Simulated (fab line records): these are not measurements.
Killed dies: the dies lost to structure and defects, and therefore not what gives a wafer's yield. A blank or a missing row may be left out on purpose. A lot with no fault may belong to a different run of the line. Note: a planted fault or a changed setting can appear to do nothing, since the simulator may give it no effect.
fab line records	flow sky130
[record] lots = 5	wafers = 15	last-day = 49
route steps=708 shown METAL5@671 PASSIVATION@681 PAD_OPEN@694
lots that met no fault: taken from a fault-free run of the same line
start-h: start of the lot's first displayed wafer, in hours after the record's first day	wait-h: how many hours have passed since the lot's step before this one	" as in the row above	L1.1+2: several wafers, shown together as one row	- no value, or no start given	* or withheld: withheld	< > ~ a bound
route shown NAME@n: names a module that has steps shown in the file, with the first one's number in the route	usual: mean/standard deviation of fault-free wafers	same: alike in all rows	chamber/n: place in a boat	sites: readings site by site	_std_site: how widely they spread, as a standard deviation	_edge_site: outer sites' mean less inner sites'	radius-mm: for every site, how far away it sits from the centre of the wafer	mask NAME#n: copy n	behind: tool/chamber where the wafer was last shaped	hold: reason for holding the lot/hours on hold/outcome of the hold	device: transistor that didn't switch, given as n, p or np	end of line: the tests these same wafers got at the end of their route	a step with no rows: only its recipe	killed: at the first sort, the dies lost to defects and structure; wafer yield is something else	map: per-die view of a wafer (x killed, . not killed, _ where there is no die)
set.NAME: setting as actually run; set.NAME@STEP: the setting as run at that earlier step	model.NAME: the simulator's own value behind a step, which no gauge read
lots at some steps of the route; a table a step, a row a wafer
services: a tool's chamber out of use, with start hour (start-h, from the record's first day; less than 0 if before it), hours out, and reason
[[steps]]
[step SKY_METAL5_SOFTBAKE_10]
[recipe] temp-c = 90	time-s = 60	resist = NOVOLAK
lot.wafer	tool	chamber	start-h	wait-h
L075.1+3+6	litho-track-03	0	1043.85	0.1
L074.2+3+5	litho-track-03	0	1046.58	0.1
L077.1+3+6	litho-track-02	0	1052.17	0.1
L082.2+4+5	litho-track-02	0	1078.99	0.1
L089.2+3+6	litho-track-01	0	1115.57	0.1
[step SKY_METAL5_EXPOSE_11]
[recipe] mask-id = MM5	na = 0.6	source-shape = conventional	sigma-outer = 0.6	polarization = unpolarized	target-cd-nm = 1600	dose-mj = 190
[usual] exposure-dose-mJ-cm2 = 190.00/0.19
lot.wafer	tool	chamber	start-h	wait-h	mask	exposure-dose-mJ-cm2
L075.1	iline-stepper-02	0	-	-	MM5#0	189.97
L075.3	"	0	"	"	MM5#0	189.90
L075.6	"	0	"	"	MM5#0	189.99
L074.2	iline-stepper-01	0	-	-	MM5#0	189.54
L074.3	"	0	"	"	MM5#0	189.78
L074.5	"	0	"	"	MM5#0	190.05
L077.1	iline-stepper-02	0	-	-	MM5#0	190.01
L077.3	"	0	"	"	MM5#0	189.96
L077.6	"	0	"	"	MM5#0	189.84
L082.2	iline-stepper-02	0	-	-	MM5#0	190.55
L082.4	"	0	"	"	MM5#0	190.24
L082.5	"	0	"	"	MM5#0	190.40
L089.2	iline-stepper-02	0	-	-	MM5#0	189.76
L089.3	"	0	"	"	MM5#0	190.18
L089.6	"	0	"	"	MM5#0	190.10
[step SKY_METAL5_PEB_12]
[recipe] temp-c = withheld	time-s = *	resist = NOVOLAK
lot.wafer	tool	chamber	start-h	wait-h
L075.1+3+6	litho-track-02	0	-	-
L074.2+3+5	litho-track-01	0	-	-
L077.1+3+6	litho-track-02	0	-	-
L082.2+4+5	litho-track-01	0	-	-
L089.2+3+6	litho-track-02	0	-	-
[step SKY_METAL5_DEVELOP_13]
[recipe] resist = NOVOLAK	developer = TMAH	develop-time-s = 60	dev-temp-c = 23
lot.wafer	tool	chamber	start-h	wait-h
L075.1+3+6	litho-track-02	0	1054.82	0.1
L074.2+3+5	litho-track-01	0	1057.97	0.1
L077.1+3+6	litho-track-02	0	1063.37	0.1
L082.2+4+5	litho-track-01	0	1088.97	0.1
L089.2+3+6	litho-track-02	0	1125.74	0.1
[step SKY_METAL5_DESCUM_14]
[recipe] chemistry = O2	source-power-w = 150	bias-power-w = 0	pressure-mtorr = 10	temp-c = 40	time-s = 11
[usual] drypump-motor-current-A = 5.72/0.24	oes-product-au = 0.997/0.012
lot.wafer	tool	chamber	start-h	wait-h	drypump-motor-current-A	oes-product-au	rf-hours-counter-h
L075.1	rie-metal-03	1	1054.97	0.1	5.48	0.983	13
L075.3	"	1	"	"	5.47	0.995	-
L075.6	"	1	"	"	5.48	0.990	-
L074.2	rie-metal-02	1	1058.09	0.1	5.57	1.005	7
L074.3	"	0	"	"	6.32	0.999	-
L074.5	"	1	"	"	5.57	1.004	-
L077.1	rie-metal-04	1	1063.52	0.1	5.71	0.991	18
L077.3	"	1	"	"	5.70	0.996	-
L077.6	"	0	"	"	5.68	1.009	-
L082.2	rie-metal-02	0	1089.10	0.1	6.31	0.989	16
L082.4	"	1	"	"	5.58	0.997	-
L082.5	"	1	"	"	5.56	1.003	-
L089.2	rie-metal-03	1	1125.88	0.1	5.48	1.001	-
L089.3	"	1	"	"	5.48	0.995	-
L089.6	"	1	"	"	5.50	1.000	-
[step SKY_METAL5_METAL_ETCH_15]
[recipe] target-depth-a = 12600	stop-on = SiO2	over-etch-frac = 0.2	time-s = 252	chemistry = Cl2/BCl3	resist-sidewall-deg = 86	pressure-mtorr = 10	icp-w = 900	bias-w = 48.5	Cl2_flow_sccm = 60	bcl3-flow-sccm = 30
[usual] drypump-motor-current-A = 5.72/0.24	oes-product-au = 0.894/0.0051	throttle-valve-pct = 22.265/0.0094
lot.wafer	tool	chamber	start-h	wait-h	drypump-motor-current-A	oes-product-au	rf-hours-counter-h	throttle-valve-pct
L075.1	rie-metal-03	1	1055.00	0.0	5.50	0.891	13	22.254
L075.3	"	1	"	"	5.49	0.887	-	22.267
L075.6	"	1	"	"	5.51	0.888	-	22.257
L074.2	rie-metal-02	1	1058.13	0.0	5.58	0.896	7	22.277
L074.3	"	0	"	"	6.30	0.884	-	22.242
L074.5	"	1	"	"	5.57	0.897	-	22.258
L077.1	rie-metal-04	1	1063.55	0.0	5.68	0.890	18	22.278
L077.3	"	1	"	"	5.68	0.892	-	22.259
L077.6	"	0	"	"	5.69	0.894	-	22.255
L082.2	rie-metal-02	0	1089.13	0.0	6.31	0.891	16	22.281
L082.4	"	1	"	"	5.56	0.895	-	22.270
L082.5	"	1	"	"	5.55	0.897	-	22.253
L089.2	rie-metal-03	1	1126.01	0.1	5.49	0.902	-	22.272
L089.3	"	1	"	"	5.48	0.891	-	22.255
L089.6	"	1	"	"	5.47	0.907	-	22.273
[step SKY_METAL5_STRIP_16]
[recipe] chemistry = O2/N2	power-w = 1400	pressure-mtorr = 1500	platen-temp-c = withheld	o2-flow-sccm = 3000	n2-flow-sccm = 300	overash-fraction = 0.5
[usual] drypump-motor-current-A = 5.6/0.41	oes-product-au = 0.710/0.0044	strip-time-to-endpoint-s = 13.10/0.16
lot.wafer	tool	chamber	start-h	wait-h	drypump-motor-current-A	oes-product-au	rf-hours-counter-h	strip-time-to-endpoint-s
L075.1	plasma-asher-02	0	1055.23	0.2	5.7	0.712	115	13.23
L075.3	"	0	"	"	5.7	0.712	-	13.24
L075.6	"	0	"	"	5.7	0.710	-	13.25
L074.2	plasma-asher-04	0	1058.36	0.2	6.0	0.708	98	13.18
L074.3	"	1	"	"	6.3	0.702	-	13.23
L074.5	"	1	"	"	6.3	0.718	-	13.05
L077.1	plasma-asher-04	0	1063.78	0.2	5.9	0.708	99	13.27
L077.3	"	1	"	"	6.3	0.712	-	13.26
L077.6	"	0	"	"	5.9	0.713	-	12.95
L082.2	plasma-asher-01	1	1089.36	0.2	5.7	0.707	33	13.07
L082.4	"	0	"	"	5.2	0.707	-	12.99
L082.5	"	0	"	"	5.3	0.701	-	12.99
L089.2	plasma-asher-01	1	1126.40	0.3	5.7	0.717	36	12.92
L089.3	"	0	"	"	5.2	0.713	-	12.86
L089.6	"	1	"	"	5.7	0.709	-	12.96
[step SKY_METAL5_STRIP_17]
[recipe] chemistry = post-etch-residue-remover	time-s = 1200	temp-c = 72.5
lot.wafer	tool	chamber	start-h	wait-h
L075.1+3+6	wet-bench-04	3	1055.33	0.1
L074.2+3+5	wet-bench-04	2	1058.46	0.1
L077.1+3+6	wet-bench-01	2	1063.89	0.1
L082.2+4+5	wet-bench-01	2	1089.53	0.1
L089.2+3+6	wet-bench-01	1	1126.50	0.1
[step SKY_METAL5_CLEAN_18]
[recipe] chemistry = IPA	time-s = 180	temp-c = 25
lot.wafer	tool	chamber	start-h	wait-h
L075.1+3+6	wet-bench-01	1	1055.68	0.0
L074.2+3+5	wet-bench-01	2	1058.81	0.0
L077.1+3+6	wet-bench-02	0	1064.30	0.0
L082.2+4+5	wet-bench-04	3	1090.22	0.3
L089.2+3+6	wet-bench-04	1	1126.85	0.0
[step SKY_METAL5_CLEAN_19]
[recipe] chemistry = O3/DIW	dry = n2-spin
lot.wafer	tool	chamber	start-h	wait-h
L075.1+3+6	wet-bench-04	1	1055.75	0.0
L074.2+3+5	wet-bench-04	1	1058.87	0.0
L077.1+3+6	wet-bench-01	0	1064.41	0.0
L082.2+4+5	wet-bench-02	2	1090.31	0.0
L089.2+3+6	wet-bench-02	0	1126.90	0.0
[step SKY_PASSIVATION_CVD_00]
[recipe] material = SiO2	target-thk-nm = 90	temp-c = 400	time-s = withheld	rf-w = 600
[usual] heater-power-w = 633/94
lot.wafer	tool	chamber	start-h	wait-h	heater-power-w
L075.1	pecvd-01	0	1055.84	0.0	577
L075.3	"	2	"	"	679
L075.6	"	2	"	"	676
L074.2	pecvd-04	2	1058.96	0.0	502
L074.3	"	1	"	"	633
L074.5	"	0	"	"	550
L077.1	pecvd-03	0	1064.52	0.0	507
L077.3	"	2	"	"	817
L077.6	"	0	"	"	518
L082.2	pecvd-01	1	1090.41	0.0	592
L082.4	"	0	"	"	552
L082.5	"	1	"	"	611
L089.2	pecvd-04	0	1127.00	0.0	651
L089.3	"	1	"	"	619
L089.6	"	2	"	"	536
[step SKY_PASSIVATION_THK_MEAS_01]
[recipe] reads = SiO2_of_PASSIVATION_CVD_00
[usual] PASSIVATION_CVD_00_THK = 90.1/1.3
lot.wafer	tool	chamber	start-h	wait-h	PASSIVATION_CVD_00_THK[nm]
L075.1	film-metro-04	-	1055.86	-	90.7
L075.3	"	-	"	"	89.2
L075.6	"	-	"	"	92.1
L074.2	film-metro-04	-	1058.99	-	91.2
L074.3	"	-	"	"	89.0
L074.5	"	-	"	"	91.4
L077.1	film-metro-01	-	1064.55	-	90.1
L077.3	"	-	"	"	89.9
L077.6	"	-	"	"	92.4
L082.2	film-metro-01	-	1090.44	-	90.9
L082.4	"	-	"	"	91.6
L082.5	"	-	"	"	92.1
L089.2	film-metro-01	-	1127.03	-	87.4
L089.3	"	-	"	"	88.1
L089.6	"	-	"	"	89.5
[step SKY_PASSIVATION_CVD_02]
[recipe] material = Si3N4	target-thk-nm = 540	temp-c = 400	time-s = withheld	rf-w = 450
[usual] heater-power-w = 657/90
lot.wafer	tool	chamber	start-h	wait-h	heater-power-w
L075.1	pecvd-04	0	1055.92	0.1	724
L075.3	"	2	"	"	548
L075.6	"	0	"	"	593
L074.2	pecvd-03	0	1059.04	0.0	628
L074.3	"	0	"	"	523
L074.5	"	2	"	"	905
L077.1	pecvd-04	2	1064.61	0.1	529
L077.3	"	1	"	"	669
L077.6	"	1	"	"	711
L082.2	pecvd-04	1	1090.49	0.0	674
L082.4	"	2	"	"	524
L082.5	"	1	"	"	705
L089.2	pecvd-03	0	1127.08	0.0	600
L089.3	"	0	"	"	612
L089.6	"	0	"	"	635
[step SKY_PASSIVATION_THK_MEAS_03]
[recipe] reads = Si3N4_of_PASSIVATION_CVD_02
[usual] PASSIVATION_CVD_02_THK = 542/7.3
lot.wafer	tool	chamber	start-h	wait-h	PASSIVATION_CVD_02_THK[nm]
L075.1	film-metro-01	-	1056.14	-	536
L075.3	"	-	"	"	530
L075.6	"	-	"	"	547
L074.2	film-metro-01	-	1059.39	-	526
L074.3	"	-	"	"	535
L074.5	"	-	"	"	537
L077.1	film-metro-04	-	1064.83	-	540
L077.3	"	-	"	"	545
L077.6	"	-	"	"	552
L082.2	film-metro-04	-	1090.72	-	544
L082.4	"	-	"	"	539
L082.5	"	-	"	"	549
L089.2	film-metro-03	-	1127.43	-	529
L089.3	"	-	"	"	532
L089.6	"	-	"	"	531
[step SKY_PASSIVATION_DEHYDRATE_04]
[recipe] temp-c = 200	time-s = 60
lot.wafer	tool	chamber	start-h	wait-h
L075.1+3+6	litho-track-04	0	1065.79	9.6
L074.2+3+5	litho-track-03	0	1068.88	9.5
L077.1+3+6	litho-track-04	0	1074.24	9.4
L082.2+4+5	litho-track-03	0	1100.38	9.6
L089.2+3+6	litho-track-02	0	1136.44	9.0
[step SKY_PASSIVATION_HMDS_05]
[recipe] prime-time-s = 60	prime-temp-c = 120
lot.wafer	tool	chamber	start-h	wait-h
L075.1+3+6	litho-track-04	0	1065.94	0.1
L074.2+3+5	litho-track-03	0	1069.03	0.1
L077.1+3+6	litho-track-04	0	1074.39	0.1
L082.2+4+5	litho-track-03	0	1100.53	0.1
L089.2+3+6	litho-track-02	0	1136.59	0.1
[step SKY_PASSIVATION_COAT_06]
[recipe] spin-rpm = 2000	resist-thk-nm = 2974
lot.wafer	tool	chamber	start-h	wait-h
L075.1+3+6	litho-track-04	0	1066.09	0.1
L074.2+3+5	litho-track-03	0	1069.18	0.1
L077.1+3+6	litho-track-04	0	1074.54	0.1
L082.2+4+5	litho-track-03	0	1100.68	0.1
L089.2+3+6	litho-track-02	0	1136.74	0.1
[step SKY_PASSIVATION_SOFTBAKE_07]
[recipe] temp-c = 110	time-s = withheld
lot.wafer	tool	chamber	start-h	wait-h
L075.1+3+6	litho-track-04	0	1066.24	0.1
L074.2+3+5	litho-track-03	0	1069.34	0.1
L077.1+3+6	litho-track-04	0	1074.69	0.1
L082.2+4+5	litho-track-03	0	1100.84	0.1
L089.2+3+6	litho-track-02	0	1136.90	0.1
[step SKY_PASSIVATION_EXPOSE_08]
[recipe] mask-id = NSM	target-cd-nm = 3000	na = 0.57	dose-mj = 260
[usual] exposure-dose-mJ-cm2 = 260.03/0.25
lot.wafer	tool	chamber	start-h	wait-h	mask	exposure-dose-mJ-cm2
L075.1	iline-stepper-02	0	-	-	NSM#0	259.79
L075.3	"	0	"	"	NSM#0	260.26
L075.6	"	0	"	"	NSM#0	259.75
L074.2	iline-stepper-02	0	-	-	NSM#0	260.03
L074.3	"	0	"	"	NSM#0	259.82
L074.5	"	0	"	"	NSM#0	259.74
L077.1	iline-stepper-01	0	-	-	NSM#0	259.89
L077.3	"	0	"	"	NSM#0	260.33
L077.6	"	0	"	"	NSM#0	260.35
L082.2	iline-stepper-02	0	-	-	NSM#0	260.05
L082.4	"	0	"	"	NSM#0	260.02
L082.5	"	0	"	"	NSM#0	260.05
L089.2	iline-stepper-01	0	-	-	NSM#0	259.50
L089.3	"	0	"	"	NSM#0	259.66
L089.6	"	0	"	"	NSM#0	259.99
[step SKY_PASSIVATION_PEB_09]
[recipe] temp-c = 115	time-s = withheld
lot.wafer	tool	chamber	start-h	wait-h
L075.1+3+6	litho-track-02	0	-	-
L074.2+3+5	litho-track-02	0	-	-
L077.1+3+6	litho-track-02	0	-	-
L082.2+4+5	litho-track-03	0	-	-
L089.2+3+6	litho-track-03	0	-	-
[step SKY_PASSIVATION_DEVELOP_10]
[recipe] develop-time-s = 60	dev-temp-c = 23
lot.wafer	tool	chamber	start-h	wait-h
L075.1+3+6	litho-track-02	0	-	-
L074.2+3+5	litho-track-02	0	-	-
L077.1+3+6	litho-track-02	0	-	-
L082.2+4+5	litho-track-03	0	-	-
L089.2+3+6	litho-track-03	0	-	-
[step SKY_PASSIVATION_ETCH_11]
[recipe] chemistry = CF4/O2	target-depth-nm = 725	stop-on = AlCu	source-w = 800	bias-w = 150	pressure-mtorr = 150	cf4-flow-sccm = 80	O2_flow_sccm = 10	time-s = 161.1
[usual] O2_flow_sccm = 9.995/0.026	drypump-motor-current-A = 5.9/0.37	oes-product-au = 0.979/0.0068	throttle-valve-pct = 5.965/0.0094
lot.wafer	tool	chamber	start-h	wait-h	O2_flow_sccm	drypump-motor-current-A	oes-product-au	rf-hours-counter-h	throttle-valve-pct
L075.1	rie-diel-01	0	1076.42	-	9.920	6.2	0.977	28	5.971
L075.3	"	3	"	"	10.042	6.1	0.962	16	5.950
L075.6	"	2	"	"	10.007	6.4	0.981	-	5.966
L074.2	rie-diel-02	0	1080.42	-	9.979	5.3	0.975	16	5.961
L074.3	"	1	"	"	10.024	6.2	0.979	11	5.956
L074.5	"	2	"	"	10.037	5.6	0.976	-	5.961
L077.1	rie-diel-04	3	1086.07	-	10.001	5.4	0.979	20	5.974
L077.3	"	1	"	"	9.970	6.0	0.985	18	5.958
L077.6	"	3	"	"	10.000	5.4	0.980	-	5.969
L082.2	rie-diel-01	3	1111.50	-	10.021	6.1	0.980	17	5.981
L082.4	"	1	"	"	9.983	5.6	0.984	25	5.969
L082.5	"	0	"	"	10.024	6.2	0.985	-	5.970
L089.2	rie-diel-04	1	1146.95	-	10.005	6.0	0.972	20	5.949
L089.3	"	0	"	"	10.026	6.2	0.960	17	5.951
L089.6	"	2	"	"	10.000	6.1	0.971	-	5.947
[step SKY_PASSIVATION_STRIP_12]
[recipe] chemistry = O2/N2	power-w = 1400	pressure-mtorr = 1500	platen-temp-c = withheld	overash-fraction = 0.7	o2-flow-sccm = 3000	n2-flow-sccm = 300
[usual] drypump-motor-current-A = 5.7/0.33	oes-product-au = 0.660/0.0045	strip-time-to-endpoint-s = 31.22/0.16
lot.wafer	tool	chamber	start-h	wait-h	drypump-motor-current-A	oes-product-au	rf-hours-counter-h	strip-time-to-endpoint-s
L075.1	plasma-asher-03	1	1076.52	0.1	5.7	0.664	65	31.13
L075.3	"	1	"	"	5.7	0.664	-	31.13
L075.6	"	1	"	"	5.7	0.655	-	31.34
L074.2	plasma-asher-04	1	1080.52	0.1	6.4	0.659	101	30.97
L074.3	"	0	"	"	6.0	0.660	-	31.05
L074.5	"	1	"	"	6.3	0.664	-	31.03
L077.1	plasma-asher-02	0	1086.17	0.1	5.7	0.655	2	31.35
L077.3	"	1	"	"	5.1	0.654	-	31.51
L077.6	"	1	"	"	5.1	0.666	-	31.33
L082.2	plasma-asher-02	0	1111.61	0.1	5.7	0.661	5	30.95
L082.4	"	1	"	"	5.1	0.657	-	31.13
L082.5	"	0	"	"	5.7	0.661	-	31.01
L089.2	plasma-asher-04	0	1147.06	0.1	5.9	0.661	107	31.28
L089.3	"	1	"	"	6.3	0.663	-	31.23
L089.6	"	0	"	"	5.9	0.662	-	31.44
[step SKY_PAD_OPEN_DEHYDRATE_00]
[recipe] temp-c = 200	time-s = 60
lot.wafer	tool	chamber	start-h	wait-h
L075.1+3+6	litho-track-01	0	1086.90	10.3
L074.2+3+5	litho-track-01	0	1089.92	9.4
L077.1+3+6	litho-track-02	0	1094.87	8.7
L082.2+4+5	litho-track-01	0	1120.97	9.3
L089.2+3+6	litho-track-04	0	1155.76	8.7
[step SKY_PAD_OPEN_HMDS_01]
[recipe] prime-time-s = 60	prime-temp-c = 120
lot.wafer	tool	chamber	start-h	wait-h
L075.1+3+6	litho-track-01	0	1087.05	0.1
L074.2+3+5	litho-track-01	0	1090.07	0.1
L077.1+3+6	litho-track-02	0	1095.02	0.1
L082.2+4+5	litho-track-01	0	1121.12	0.1
L089.2+3+6	litho-track-04	0	1155.91	0.1
[step SKY_PAD_OPEN_COAT_02]
[recipe] spin-rpm = 2000	resist-thk-nm = 3000
lot.wafer	tool	chamber	start-h	wait-h
L075.1+3+6	litho-track-01	0	1087.20	0.1
L074.2+3+5	litho-track-01	0	1090.22	0.1
L077.1+3+6	litho-track-02	0	1095.17	0.1
L082.2+4+5	litho-track-01	0	1121.27	0.1
L089.2+3+6	litho-track-04	0	1156.06	0.1
[step SKY_PAD_OPEN_SOFTBAKE_03]
[recipe] temp-c = 110	time-s = withheld
lot.wafer	tool	chamber	start-h	wait-h
L075.1+3+6	litho-track-01	0	1087.35	0.1
L074.2+3+5	litho-track-01	0	1090.38	0.1
L077.1+3+6	litho-track-02	0	1095.32	0.1
L082.2+4+5	litho-track-01	0	1121.43	0.1
L089.2+3+6	litho-track-04	0	1156.22	0.1
[step SKY_PAD_OPEN_EXPOSE_04]
[recipe] mask-id = PDM	target-cd-nm = 60000	na = 0.57	dose-mj = 260
[usual] exposure-dose-mJ-cm2 = 260.03/0.25
lot.wafer	tool	chamber	start-h	wait-h	mask	exposure-dose-mJ-cm2
L075.1	iline-stepper-01	0	-	-	PDM#0	260.46
L075.3	"	0	"	"	PDM#0	260.03
L075.6	"	0	"	"	PDM#0	260.01
L074.2	iline-stepper-01	0	-	-	PDM#0	260.21
L074.3	"	0	"	"	PDM#0	259.84
L074.5	"	0	"	"	PDM#0	259.93
L077.1	iline-stepper-01	0	-	-	PDM#0	259.97
L077.3	"	0	"	"	PDM#0	259.95
L077.6	"	0	"	"	PDM#0	260.11
L082.2	iline-stepper-01	0	-	-	PDM#0	260.15
L082.4	"	0	"	"	PDM#0	260.01
L082.5	"	0	"	"	PDM#0	259.77
L089.2	iline-stepper-02	0	-	-	PDM#0	259.91
L089.3	"	0	"	"	PDM#0	259.81
L089.6	"	0	"	"	PDM#0	260.06
[step SKY_PAD_OPEN_PEB_05]
[recipe] temp-c = 115	time-s = withheld
lot.wafer	tool	chamber	start-h	wait-h
L075.1+3+6	litho-track-01	0	-	-
L074.2+3+5	litho-track-01	0	-	-
L077.1+3+6	litho-track-02	0	-	-
L082.2+4+5	litho-track-04	0	-	-
L089.2+3+6	litho-track-04	0	-	-
[step SKY_PAD_OPEN_DEVELOP_06]
[recipe] develop-time-s = 60	dev-temp-c = 23
lot.wafer	tool	chamber	start-h	wait-h
L075.1+3+6	litho-track-01	0	-	-
L074.2+3+5	litho-track-01	0	-	-
L077.1+3+6	litho-track-02	0	-	-
L082.2+4+5	litho-track-04	0	-	-
L089.2+3+6	litho-track-04	0	-	-
[step SKY_PAD_OPEN_ETCH_07]
[recipe] chemistry = CF4/O2	target-depth-nm = 725	stop-on = AlCu	source-w = 800	bias-w = 145.1	pressure-mtorr = 150	cf4-flow-sccm = 80	O2_flow_sccm = 10	time-s = 161.1
[usual] O2_flow_sccm = 10.005/0.029	drypump-motor-current-A = 6.0/0.35	oes-product-au = 0.976/0.0072	throttle-valve-pct = 5.964/0.01
lot.wafer	tool	chamber	start-h	wait-h	O2_flow_sccm	drypump-motor-current-A	oes-product-au	rf-hours-counter-h	throttle-valve-pct
L075.1	rie-diel-04	3	1097.25	-	9.988	5.4	0.977	21	5.988
L075.3	"	2	"	"	10.002	6.2	0.961	3	5.952
L075.6	"	0	"	"	10.011	6.2	0.973	-	5.959
L074.2	rie-diel-03	2	1100.15	-	10.002	5.5	0.966	17	5.966
L074.3	"	0	"	"	10.002	6.5	0.973	2	5.958
L074.5	"	0	"	"	9.951	6.5	0.977	-	5.970
L077.1	rie-diel-01	1	1106.82	-	9.986	5.6	0.963	25	5.972
L077.3	"	2	"	"	9.984	6.4	0.980	23	5.962
L077.6	"	2	"	"	10.006	6.4	0.988	-	5.961
L082.2	rie-diel-04	0	1131.79	-	9.994	6.2	0.968	17	5.965
L082.4	"	2	"	"	9.972	6.2	0.974	5	5.973
L082.5	"	3	"	"	10.040	5.4	0.984	-	5.965
L089.2	rie-diel-04	1	1165.44	-	10.000	6.0	0.973	21	5.964
L089.3	"	0	"	"	9.994	6.2	0.971	18	5.940
L089.6	"	1	"	"	10.034	6.0	0.976	-	5.966
[step SKY_PAD_OPEN_STRIP_08]
[recipe] chemistry = O2/N2	power-w = 1400	pressure-mtorr = 1500	platen-temp-c = withheld	overash-fraction = 0.7	o2-flow-sccm = 3000	n2-flow-sccm = 300
[usual] drypump-motor-current-A = 5.6/0.31	oes-product-au = 0.663/0.0035	strip-time-to-endpoint-s = 37.06/0.086
lot.wafer	tool	chamber	start-h	wait-h	drypump-motor-current-A	oes-product-au	rf-hours-counter-h	strip-time-to-endpoint-s
L075.1	plasma-asher-01	1	1097.35	0.1	5.7	0.660	33	37.07
L075.3	"	0	"	"	5.2	0.655	-	37.05
L075.6	"	0	"	"	5.2	0.662	-	37.11
L074.2	plasma-asher-04	1	1100.25	0.1	6.3	0.667	103	37.01
L074.3	"	1	"	"	6.3	0.666	-	36.91
L074.5	"	0	"	"	5.9	0.666	-	36.96
L077.1	plasma-asher-04	0	1106.92	0.1	5.9	0.659	104	36.92
L077.3	"	0	"	"	5.9	0.661	-	37.13
L077.6	"	0	"	"	6.0	0.663	-	37.17
L082.2	plasma-asher-01	1	1131.89	0.1	5.7	0.666	37	37.06
L082.4	"	0	"	"	5.2	0.660	-	37.07
L082.5	"	1	"	"	5.7	0.661	-	37.10
L089.2	plasma-asher-01	0	1165.54	0.1	5.2	0.663	40	37.13
L089.3	"	0	"	"	5.2	0.657	-	37.03
L089.6	"	0	"	"	5.2	0.658	-	37.01
[step SKY_PAD_OPEN_STRIP_09]
[recipe] chemistry = post-etch-residue-remover	time-s = 1200	temp-c = 72.5
lot.wafer	tool	chamber	start-h	wait-h
L075.1+3+6	wet-bench-03	0	1097.45	0.1
L074.2+3+5	wet-bench-03	3	1100.35	0.1
L077.1+3+6	wet-bench-03	2	1107.05	0.1
L082.2+4+5	wet-bench-04	0	1131.99	0.1
L089.2+3+6	wet-bench-03	3	1165.64	0.1
[step SKY_PAD_OPEN_CLEAN_10]
[recipe] chemistry = IPA	time-s = 180	temp-c = 25
lot.wafer	tool	chamber	start-h	wait-h
L075.1+3+6	wet-bench-03	1	1097.79	0.0
L074.2+3+5	wet-bench-02	1	1100.69	0.0
L077.1+3+6	wet-bench-02	0	1107.44	0.0
L082.2+4+5	wet-bench-03	0	1132.33	0.0
L089.2+3+6	wet-bench-02	0	1165.98	0.0
[step SKY_PAD_OPEN_CLEAN_11]
[recipe] chemistry = O3/DIW	dry = n2-spin
lot.wafer	tool	chamber	start-h	wait-h
L075.1+3+6	wet-bench-03	1	1097.85	0.0
L074.2+3+5	wet-bench-04	2	1100.76	0.0
L077.1+3+6	wet-bench-03	1	1107.50	0.0
L082.2+4+5	wet-bench-02	3	1132.39	0.0
L089.2+3+6	wet-bench-03	2	1166.04	0.0
[step SKY_PAD_OPEN_ANNEAL_12]
[recipe] temp-c = 400	time-s = withheld	ambient = N2/H2	idle-temp-c = 300	ramp-up-c-per-min = 8	ramp-down-c-per-min = 4
lot.wafer	tool	chamber	start-h	wait-h
L075.1+3+6	furnace-02	0	1097.94	0.0
L074.2+3+5	furnace-01	0	1100.85	0.0
L077.1+3+6	furnace-02	0	1108.29	0.7
L082.2+4+5	furnace-01	0	1132.48	0.0
L089.2+3+6	furnace-02	0	1166.14	0.0
[step SKY_PAD_OPEN_BOW_MEAS_13]
[recipe] mode = bow
[usual] PAD_OPEN_BOW = 47/10
lot.wafer	tool	chamber	start-h	wait-h	PAD_OPEN_BOW[um]
L075.1	film-metro-01	-	1099.44	-	44
L075.3	"	-	"	"	31
L075.6	"	-	"	"	25
L074.2	film-metro-02	-	1102.37	-	48
L074.3	"	-	"	"	37
L074.5	"	-	"	"	35
L077.1	film-metro-02	-	1109.79	-	30
L077.3	"	-	"	"	41
L077.6	"	-	"	"	37
L082.2	film-metro-01	-	1134.00	-	36
L082.4	"	-	"	"	36
L082.5	"	-	"	"	37
L089.2	film-metro-01	-	1167.66	-	42
L089.3	"	-	"	"	44
L089.6	"	-	"	"	38
[[services]]
tool	chamber	start-h	hours	kind
plasma-asher-01	-	1022.59	12.5	repair
rie-diel-04	-	1024.26	0.4	repair
pecvd-03	-	1037.55	0.4	repair
rie-diel-04	-	1037.80	0.6	repair
pecvd-01	-	1038.09	15.6	pm
rie-diel-04	3	1041.35	4.2	repair
pecvd-03	-	1043.69	1.2	repair
furnace-02	-	1044.34	3.2	pm
plasma-asher-02	-	1046.09	2.5	repair
plasma-asher-01	-	1047.77	25.3	repair
plasma-asher-04	-	1053.68	0.5	repair
plasma-asher-02	-	1055.33	9.0	pm
rie-diel-02	-	1060.15	15.6	pm
rie-diel-03	2	1066.54	9.2	repair
plasma-asher-04	-	1069.11	1.4	repair
furnace-02	-	1070.72	10.1	pm
rie-metal-03	0	1093.79	5.3	repair
furnace-01	-	1105.16	4.5	pm
rie-metal-03	1	1117.79	3.1	repair
rie-metal-02	-	1127.77	2.8	pm
plasma-asher-04	-	1131.89	0.8	repair
furnace-01	-	1146.90	2.9	pm
rie-diel-04	1	1149.35	3.0	repair
pecvd-03	-	1153.54	0.7	repair
[[key]]
fault none
